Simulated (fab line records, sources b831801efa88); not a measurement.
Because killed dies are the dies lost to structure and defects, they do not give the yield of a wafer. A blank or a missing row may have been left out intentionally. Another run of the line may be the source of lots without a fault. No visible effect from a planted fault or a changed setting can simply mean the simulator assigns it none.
fab line records    flow sky130
[record] lots = 5  wafers = 15  last_day = 50
route steps=708 shown CONTACT@412 PAD_OPEN@708
lots with no fault: from the same line, run without faults
start_h: hours from the record's opening day to when the first of the lot's shown wafers began    wait_h: how many hours have passed since the lot's step before this one    " same as the row above    L1.1+2: a single row standing in for several wafers    - no value, or no start given    * or withheld: withheld    < > ~ a bound
route shown NAME@n: NAME is a module with steps in the file, n the number in the route of the first one    usual: average and standard deviation across the fault-free wafers    same: alike in all rows    chamber/n: place in a boat    sites: readings site by site    _std_site: the standard deviation of these    _edge_site: the outer-site mean with the inner-site mean subtracted    radius_mm: how far each site lies from the wafer's centre    mask NAME#n: copy n    behind: the most recent tool/chamber to have shaped the wafer    hold: what put the lot on hold/how long, in hours/how the hold closed    device: transistor that didn't switch, given as n, p or np    end of line: tests run on the same wafers once the route is complete    a step with no rows: only its recipe    killed: at the first sort, the dies lost to defects and structure; wafer yield is something else    map: a wafer's dies, x killed, . not, _ none there
set.NAME: setting as actually run; set.NAME@STEP: the setting as run at that earlier step    model.NAME: the simulator's own value behind a step, which no gauge read
lots at selected steps of the route; one table per step, one row per wafer
services: from which hour (start_h, from the record's first day; less than 0 if before it) a tool's chamber was out of use, for how many hours, and why
[[steps]]
[step SKY_CONTACT_DEHYDRATE_06]
[recipe] temp_c = 200  time_s = 60
[step SKY_CONTACT_HMDS_07]
[recipe] prime_time_s = 60  prime_temp_c = 120
[step SKY_CONTACT_COAT_08]
[recipe] resist = BARC  temp_c = withheld  time_s = withheld  spin_rpm = 3000  resist_thk_nm = 60
[step SKY_CONTACT_COAT_09]
[recipe] resist = KrF-thick  spin_rpm = 3000  resist_thk_nm = 450
[step SKY_CONTACT_SOFTBAKE_10]
[recipe] temp_c = 100  time_s = 86.77  resist = KrF-thick
[step SKY_CONTACT_EXPOSE_11]
[recipe] mask_id = CTM1  na = 0.8  source_shape = annular  sigma_inner = 0.55  sigma_outer = 0.85  target_cd_nm = 170  dose_mj = 38
[step SKY_CONTACT_PEB_12]
[recipe] peb_temp_c = withheld  peb_time_s = withheld  resist = KrF-thick
[step SKY_CONTACT_DEVELOP_13]
[recipe] develop_time_s = 60  resist = KrF-thick  dev_temp_c = 21
[step SKY_CONTACT_CD_MEAS_14]
[recipe] target_cd_nm = 170
[usual] cd_nm = 170.2/1.5
lot.wafer  tool       chamber  start_h  wait_h  cd_nm
L785.1     cd_sem-01  -        795.80   -       169.1
L785.2     "          -        "        "       169.9
L785.4     "          -        "        "       168.6
L789.1     cd_sem-02  -        835.20   -       170.6
L789.2     "          -        "        "       169.1
L789.6     "          -        "        "       171.6
L795.1     cd_sem-01  -        877.95   -       171.2
L795.4     "          -        "        "       170.4
L795.6     "          -        "        "       169.2
L798.2     cd_sem-01  -        895.10   -       171.3
L798.4     "          -        "        "       171.5
L798.5     "          -        "        "       171.3
L800.3     cd_sem-02  -        908.26   -       170.5
L800.4     "          -        "        "       171.5
L800.5     "          -        "        "       171.5
[step SKY_CONTACT_OVL_MEAS_15]
[usual] CONTACT_OVL = -4/4.9
lot.wafer  tool        chamber  start_h  wait_h  CONTACT_OVL[nm]
L785.1     overlay-01  -        795.92   0.1     -9
L785.2     "           -        "        "       -6
L785.4     "           -        "        "       -9
L789.1     overlay-02  -        835.32   0.1     4
L789.2     "           -        "        "       2
L789.6     "           -        "        "       6
L795.1     overlay-02  -        878.07   0.1     -4
L795.4     "           -        "        "       4
L795.6     "           -        "        "       3
L798.2     overlay-01  -        895.21   0.1     -2
L798.4     "           -        "        "       -6
L798.5     "           -        "        "       -8
L800.3     overlay-02  -        908.35   0.1     1
L800.4     "           -        "        "       2
L800.5     "           -        "        "       7
[step SKY_CONTACT_ETCH_16]
[recipe] chemistry = N2/H2  target = BARC  ion_energy_ev = 200  source_w = 500  bias_w = 100  pressure_mtorr = 30  n2_flow_sccm = 100  h2_flow_sccm = 200  stop_on = SiO2  time_s = 45.9  target_depth_a = 600
[usual] bias_w = 99.99/0.29  drypump_motor_current_A = 5.7/0.57  oes_product_au = 0.855/0.0052  throttle_valve_pct = 13.226/0.0088
lot.wafer  tool         chamber  start_h  wait_h  bias_w  drypump_motor_current_A  oes_product_au  rf_hours_counter_h  throttle_valve_pct
L785.1     rie_diel-02  3        795.96   0.0     99.97   6.2                      0.858           15                  13.209
L785.2     "            2        "        "       100.50  6.3                      0.857           5                   13.225
L785.4     "            1        "        "       100.59  6.0                      0.849           6                   13.214
L789.1     rie_diel-02  1        835.36   0.0     99.59   6.0                      0.854           7                   13.239
L789.2     "            3        "        "       99.58   6.2                      0.856           16                  13.237
L789.6     "            1        "        "       99.74   6.0                      0.851           -                   13.227
L795.1     rie_diel-01  0        878.11   0.0     100.34  6.5                      0.848           13                  13.222
L795.4     "            2        "        "       100.51  5.3                      0.846           20                  13.229
L795.6     "            3        "        "       99.82   5.4                      0.847           -                   13.223
L798.2     rie_diel-01  2        895.24   0.0     99.59   5.3                      0.855           20                  13.223
L798.4     "            1        "        "       99.64   4.7                      0.852           23                  13.224
L798.5     "            3        "        "       100.22  5.4                      0.851           -                   13.223
L800.3     rie_diel-02  1        908.37   0.0     99.98   6.0                      0.856           10                  13.227
L800.4     "            0        "        "       100.14  5.9                      0.855           9                   13.226
L800.5     "            3        "        "       100.09  6.2                      0.851           -                   13.236
[step SKY_CONTACT_ETCH_17]
[recipe] target = SiO2  chemistry = C4F8/O2/Ar  stop_on = Si3N4  mask_material = KrF-thick  source_w = 1500  bias_w = 1200  pressure_mtorr = 40  c4f8_flow_sccm = withheld  O2_flow_sccm = 6  Ar_flow_sccm = 300  time_s = withheld  target_depth_a = 3400
[usual] bias_w = 1200/3.6  oes_product_au = 0.891/0.0046
lot.wafer  tool         chamber  start_h  wait_h  bias_w  oes_product_au
L785.1     rie_diel-02  3        796.00   0.0     1201    0.892
L785.2     "            2        "        "       1201    0.893
L785.4     "            1        "        "       1195    0.897
L789.1     rie_diel-02  1        835.40   0.0     1197    0.893
L789.2     "            3        "        "       1203    0.898
L789.6     "            1        "        "       1200    0.887
L795.1     rie_diel-01  0        878.15   0.0     1193    0.902
L795.4     "            2        "        "       1205    0.890
L795.6     "            3        "        "       1209    0.892
L798.2     rie_diel-01  2        895.28   0.0     1198    0.890
L798.4     "            1        "        "       1204    0.888
L798.5     "            3        "        "       1203    0.893
L800.3     rie_diel-02  1        908.42   0.0     1202    0.897
L800.4     "            0        "        "       1205    0.903
L800.5     "            3        "        "       1200    0.892
[step SKY_CONTACT_ETCH_18]
[recipe] target = Si3N4  chemistry = CHF3/O2  stop_on = TiN  source_w = 600  bias_w = 200  pressure_mtorr = 40  chf3_flow_sccm = 50  O2_flow_sccm = 5  time_s = 39  target_depth_a = 750
[usual] bias_w = 199.9/0.54  drypump_motor_current_A = 5.7/0.57  oes_product_au = 0.855/0.0083  throttle_valve_pct = 8.794/0.0099
lot.wafer  tool         chamber  start_h  wait_h  bias_w  drypump_motor_current_A  oes_product_au  rf_hours_counter_h  throttle_valve_pct
L785.1     rie_diel-02  3        796      -       199.7   6.2                      0.850           15                  8.783
L785.2     "            2        "        "       200.5   6.3                      0.852           5                   8.791
L785.4     "            1        "        "       200.5   6.0                      0.851           6                   8.804
L789.1     rie_diel-02  1        835      -       199.7   6.0                      0.860           7                   8.812
L789.2     "            3        "        "       192.5   6.2                      0.861           16                  8.787
L789.6     "            1        "        "       199.4   6.0                      0.864           -                   8.813
L795.1     rie_diel-01  0        878      -       199.4   6.5                      0.858           13                  8.791
L795.4     "            2        "        "       200.2   5.3                      0.863           20                  8.798
L795.6     "            3        "        "       200.1   5.3                      0.849           -                   8.786
L798.2     rie_diel-01  2        895      -       199.5   5.3                      0.858           20                  8.805
L798.4     "            1        "        "       200.2   4.7                      0.862           23                  8.808
L798.5     "            3        "        "       200.3   5.3                      0.865           -                   8.795
L800.3     rie_diel-02  1        908      -       199.7   6.0                      0.853           10                  8.792
L800.4     "            0        "        "       199.2   5.8                      0.872           9                   8.789
L800.5     "            3        "        "       199.7   6.2                      0.856           -                   8.789
[step SKY_CONTACT_STRIP_19]
[recipe] chemistry = O2/N2  power_w = 1400  pressure_mtorr = 1500  platen_temp_c = withheld  o2_flow_sccm = 3000  n2_flow_sccm = 300  overash_fraction = 0.5
[usual] drypump_motor_current_A = 5.4/0.55  oes_product_au = 0.380/0.0044  strip_time_to_endpoint_s = 3.623/0.029
lot.wafer  tool             chamber  start_h  wait_h  drypump_motor_current_A  oes_product_au  rf_hours_counter_h  strip_time_to_endpoint_s
L785.1     plasma_asher-02  0        796.09   -       4.8                      0.384           100                 3.639
L785.2     "                1        "        "       5.0                      0.382           100                 3.658
L785.4     "                0        "        "       4.8                      0.382           -                   3.632
L789.1     plasma_asher-02  1        835.49   -       5.0                      0.376           104                 3.607
L789.2     "                0        "        "       4.7                      0.381           104                 3.632
L789.6     "                0        "        "       4.8                      0.379           -                   3.621
L795.1     plasma_asher-04  0        878.24   -       5.4                      0.375           75                  3.643
L795.4     "                1        "        "       4.9                      0.388           -                   3.648
L795.6     "                0        "        "       5.4                      0.377           -                   3.699
L798.2     plasma_asher-01  1        895.37   -       6.0                      0.383           14                  3.596
L798.4     "                0        "        "       6.2                      0.385           -                   3.622
L798.5     "                0        "        "       6.2                      0.381           -                   3.659
L800.3     plasma_asher-02  0        908.54   -       4.8                      0.380           -                   3.636
L800.4     "                1        "        "       5.0                      0.377           -                   3.606
L800.5     "                1        "        "       5.0                      0.367           -                   3.625
[step SKY_PAD_OPEN_PROBE_99]
[usual] killed_at_M0_to_M3 = 43/7.1  killed_at_M4_up = 3/1.7  killed_at_contacts = 25/5.6  killed_at_front_end = 16/4.1  killed_at_other = 0.2/0.49  killed_dies = 87/9.8  killed_open = 47/7.6  killed_short = 40/6.1
[same] gross_dies = 492  killed_at_back_side = 0
lot.wafer  tool       chamber  start_h  wait_h  killed_at_M0_to_M3  killed_at_M4_up  killed_at_contacts  killed_at_front_end  killed_at_other  killed_dies  killed_open  killed_short
L785.1     prober-01  -        1121.14  0.1     36                  6                16                  12                   1                71           34           37
L785.2     prober-01  -        1121.19  0.1     34                  2                23                  13                   1                73           34           39
L785.4     prober-01  -        1121.29  0.2     29                  5                27                  17                   0                78           37           41
L789.1     prober-01  -        1148.57  0.1     46                  4                22                  18                   0                90           40           50
L789.2     prober-01  -        1148.62  0.1     42                  2                15                  13                   0                72           38           34
L789.6     prober-01  -        1148.82  0.2     47                  4                32                  21                   0                104          61           43
L795.1     prober-02  -        1178.81  0.1     48                  4                17                  17                   0                86           49           37
L795.4     prober-02  -        1178.96  0.2     41                  7                23                  19                   1                91           47           44
L795.6     prober-02  -        1179.06  0.2     45                  4                31                  18                   0                98           51           47
L798.2     prober-01  -        1190.27  0.1     39                  1                32                  16                   0                88           51           37
L798.4     prober-01  -        1190.37  0.2     49                  2                21                  20                   0                92           52           40
L798.5     prober-01  -        1190.42  0.2     38                  2                29                  8                    1                78           44           34
L800.3     prober-01  -        1198.26  0.2     49                  4                26                  9                    1                89           47           42
L800.4     prober-01  -        1198.31  0.2     53                  4                33                  15                   1                106          60           46
L800.5     prober-01  -        1198.36  0.2     49                  6                23                  15                   1                94           51           43
// killed by level:class
L785.1 LI_CONTACT:geometric_particle:open=7 VIA2:geometric_particle:open=7 VIA1:geometric_particle:open=6 METAL2:geometric_particle:short=5 FIELD_ISO:geometric_particle:short=4 POLY_GATE:geometric_particle:short=4 METAL1:geometric_particle:short=4 VIA3:geometric_particle:short=4
L785.2 LOCAL_INTERCONNECT:geometric_particle:short=8 FIELD_ISO:geometric_particle:short=6 VIA2:geometric_particle:open=6 CONTACT:geometric_particle:open=6 VIA3:geometric_particle:open=5 VIA1:geometric_particle:open=5 POLY_GATE:geometric_particle:open=4 LI_CONTACT:geometric_particle:open=4
L785.4 FIELD_ISO:geometric_particle:open=6 LI_CONTACT:geometric_particle:short=6 CONTACT:geometric_particle:short=6 CONTACT:geometric_particle:open=6 VIA3:geometric_particle:open=6 POLY_GATE:geometric_particle:short=5 LI_CONTACT:geometric_particle:open=5 METAL1:geometric_particle:short=4
L789.1 VIA1:geometric_particle:open=11 VIA1:geometric_particle:short=8 LI_CONTACT:geometric_particle:open=7 METAL3:geometric_particle:short=6 LOCAL_INTERCONNECT:geometric_particle:short=5 CONTACT:geometric_particle:short=5 FIELD_ISO:geometric_particle:open=4 CONTACT:geometric_particle:open=4
L789.2 VIA2:geometric_particle:open=8 VIA1:geometric_particle:open=6 VIA1:geometric_particle:short=5 LI_CONTACT:geometric_particle:open=5 CONTACT:geometric_particle:open=5 METAL2:geometric_particle:short=5 FIELD_ISO:geometric_particle:short=4 POLY_GATE:geometric_particle:open=4
L789.6 VIA1:geometric_particle:open=11 CONTACT:geometric_particle:open=10 LI_CONTACT:geometric_particle:open=8 VIA2:geometric_particle:open=8 LOCAL_INTERCONNECT:geometric_particle:short=7 CONTACT:geometric_particle:short=6 VIA1:geometric_particle:short=6 FIELD_ISO:geometric_particle:open=5
L795.1 VIA1:geometric_particle:open=11 VIA2:geometric_particle:open=10 VIA3:geometric_particle:open=8 FIELD_ISO:geometric_particle:open=7 CONTACT:geometric_particle:short=5 CONTACT:geometric_particle:open=5 FIELD_ISO:geometric_particle:short=4 VIA1:geometric_particle:short=4
L795.4 FIELD_ISO:geometric_particle:short=9 VIA2:geometric_particle:open=8 CONTACT:geometric_particle:open=8 VIA3:geometric_particle:open=8 VIA1:geometric_particle:open=7 CONTACT:geometric_particle:short=6 METAL4:geometric_particle:short=5 METAL1:geometric_particle:short=5
L795.6 CONTACT:geometric_particle:open=12 LI_CONTACT:geometric_particle:open=7 METAL2:geometric_particle:short=7 METAL1:geometric_particle:short=7 VIA1:geometric_particle:open=7 CONTACT:geometric_particle:short=6 VIA3:geometric_particle:open=6 FIELD_ISO:geometric_particle:open=5
L798.2 LI_CONTACT:geometric_particle:open=10 CONTACT:geometric_particle:open=9 VIA1:geometric_particle:open=9 FIELD_ISO:geometric_particle:short=6 CONTACT:geometric_particle:short=5 METAL1:geometric_particle:short=5 FIELD_ISO:geometric_particle:open=4 LOCAL_INTERCONNECT:geometric_particle:short=4
L798.4 CONTACT:geometric_particle:open=10 VIA1:geometric_particle:short=9 VIA3:geometric_particle:open=9 VIA1:geometric_particle:open=8 METAL1:geometric_particle:short=7 FIELD_ISO:geometric_particle:open=6 CONTACT:geometric_particle:short=6 FIELD_ISO:geometric_particle:short=4
L798.5 CONTACT:geometric_particle:open=13 VIA1:geometric_particle:open=9 LI_CONTACT:geometric_particle:open=7 VIA1:geometric_particle:short=6 VIA2:geometric_particle:open=6 VIA3:geometric_particle:open=6 CONTACT:geometric_particle:short=5 FIELD_ISO:geometric_particle:short=4
L800.3 VIA1:geometric_particle:open=15 CONTACT:geometric_particle:open=11 METAL2:geometric_particle:short=7 LOCAL_INTERCONNECT:geometric_particle:short=6 VIA1:geometric_particle:short=6 LI_CONTACT:geometric_particle:open=5 VIA3:geometric_particle:open=5 METAL3:geometric_particle:short=4
L800.4 CONTACT:geometric_particle:open=16 VIA1:geometric_particle:open=13 METAL2:geometric_particle:short=7 VIA2:geometric_particle:open=7 VIA3:geometric_particle:open=6 FIELD_ISO:geometric_particle:open=5 LI_CONTACT:geometric_particle:open=5 CONTACT:geometric_particle:short=5
L800.5 VIA1:geometric_particle:open=13 FIELD_ISO:geometric_particle:short=7 VIA3:geometric_particle:open=7 VIA1:geometric_particle:short=6 CONTACT:geometric_particle:open=6 CONTACT:geometric_particle:short=6 LI_CONTACT:geometric_particle:open=5 VIA2:geometric_particle:open=5
[[services]]
tool             chamber  start_h  hours  kind
rie_diel-02      -        801.11   1.2    repair
rie_diel-02      2        821.93   2.3    repair
rie_diel-02      3        832.49   1.4    repair
plasma_asher-01  -        837.66   5.8    repair
rie_diel-02      0        849.59   16.8   repair
plasma_asher-01  -        867.15   0.5    repair
rie_diel-02      2        885.00   10.0   repair
[[key]]
[first_sign] step = SKY_CONTACT_ETCH_18  reading = bias_w  direction = down  sigmas = 14  usual = 199.9  struck = 192.5
effect none on later readings
met_at SKY_CONTACT_ETCH_18
struck_wafers L789.2
tester_left_out L789
onset_between 796 835
[fault] kind = process_parameter_drift  tool = rie_diel-02  chamber = 3  onset_h = 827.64  steps = SKY_CONTACT_ETCH_18  channel = bias_w  offset = -7.1834  shape = step  end_h = 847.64  acts_in = these_recipes_only  stated = 200
// tester_left_out: of these lots the tester's yield and bins aren't shown, on N5 and GAA mostly nor the transistor test; their killed dies are dies lost to structure and defects alone, not to doping, threshold or leakage, so they don't give the yield
